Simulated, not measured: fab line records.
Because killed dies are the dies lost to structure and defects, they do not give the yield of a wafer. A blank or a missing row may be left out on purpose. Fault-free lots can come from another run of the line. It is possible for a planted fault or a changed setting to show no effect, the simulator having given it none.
Problem report, 8D (eight disciplines) form, completed by code -- flow gf180mcu -- the parts of the form that need people (team, actions taken, sign-off) are left out

== 1. WHAT IS WRONG ==
Wafers free of any fault read 0.325 ohm/sq (standard deviation 0.0035) for V3_W_RS at GF_V3_RS_MEAS_24, against a mean of 0.382 ohm/sq on 3 wafers of 2 lots. Measured from the usual mean, that is +16 standard deviations.
The step: measures by four-point-probe.
The first sign was on wafer L347.4 at day 27 01:39, on film-metro-04. The record has a number at this step for 33 wafers belonging to 11 lots. Rule for "out", or "out of limits": more than 4 standard deviations from the usual mean. All remaining wafers that have a number are taken as sound.

== 2. WHAT IT IS, AND WHAT IT ISN'T ==
question,is,is not
which readings at this step,V3_W_RS,-
which lots,"L347, L349","L335, L337, L338, L339, L340, L341, L342, L351, L352"
which wafers of those lots,"L347.4, L347.6, L349.1","L347.3, L349.2, L349.3"
read on which gauges,"film-metro-03, film-metro-04",film-metro-02
when,from day 27 01:39,"up to then (22 sound wafers); but 8 sound wafers of L349, L351, L352 came after"

== 3. SUSPECTS, AND WHAT RULES EACH OUT ==
Counting: a tool at a process step up to the reading stays a suspect if it ran every lot that is out. Sound lots after the first of them don't rule it out here, since some wafers of a struck lot are sound.
- the gauge at GF_V3_RS_MEAS_24: ruled out. 2 gauges (film-metro-03, film-metro-04) read the wafers that are out.
- cvd-w-02 at GF_V3_CVD_23 (deposits W, target thk 350 nm, time 104.9 s): kept. It ran every lot that is out, first L347 (day 27 01:32); its last sound lot up to then is L339 (day 24 08:02).
- Within cvd-w-02 at GF_V3_CVD_23, the wafers that are out were processed in chamber 0 and their sound lot-mates in chamber 1.
Left after counting: cvd-w-02 at GF_V3_CVD_23.

== 4. THE CAUSE (what the simulator had put in) ==
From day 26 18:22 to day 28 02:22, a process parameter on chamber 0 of cvd-w-02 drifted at GF_V3_CVD_23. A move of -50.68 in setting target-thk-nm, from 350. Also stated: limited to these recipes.
The count eliminated every tool but this one.

== 5. THE EFFECT CHAIN, in route order ==
Rows list readings where the struck wafers' mean (over those with a number) sits beyond 3 standard deviations from the usual. Scope: only readings with a usual standard deviation given in the record; hours: median across lots of the time from each lot's start at the first step in this table that gives one to its start at this step; sigmas: change in usual standard deviations.
hours,step,reading,usual,on struck wafers,change,sigmas
0,GF_V3_RS_MEAS_24,V3_W_RS,0.325 ohm/sq,0.382,+0.057,+16
0,GF_V3_THK_MEAS_25,V3_W_THK,343 nm,291,-52,-8.3
0,GF_V3_CMP_26,time-to-endpoint-s,85 s,74,-11,-3.4
It contains these process steps:
- GF_V3_CMP_26: polishes, stops on SiO2, t overpolish 15 s, target thk 0 nm.

== 6. HOW IT WOULD HAVE BEEN CAUGHT EARLIER ==
The first out-of-limits reading at a measuring or inspecting step in this record came at day 27 01:39, 7 hours after the fault's start at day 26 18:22.
An alarm limit of 4 standard deviations would not have fired on the tool readings at GF_V3_CVD_23 for which the record gives a usual standard deviation, since none of them was out on any struck wafer.
Of the lots that are out (2), L349 began GF_V3_CVD_23 on cvd-w-02 after day 27 01:39. A hold on the tool at that time would have spared it.
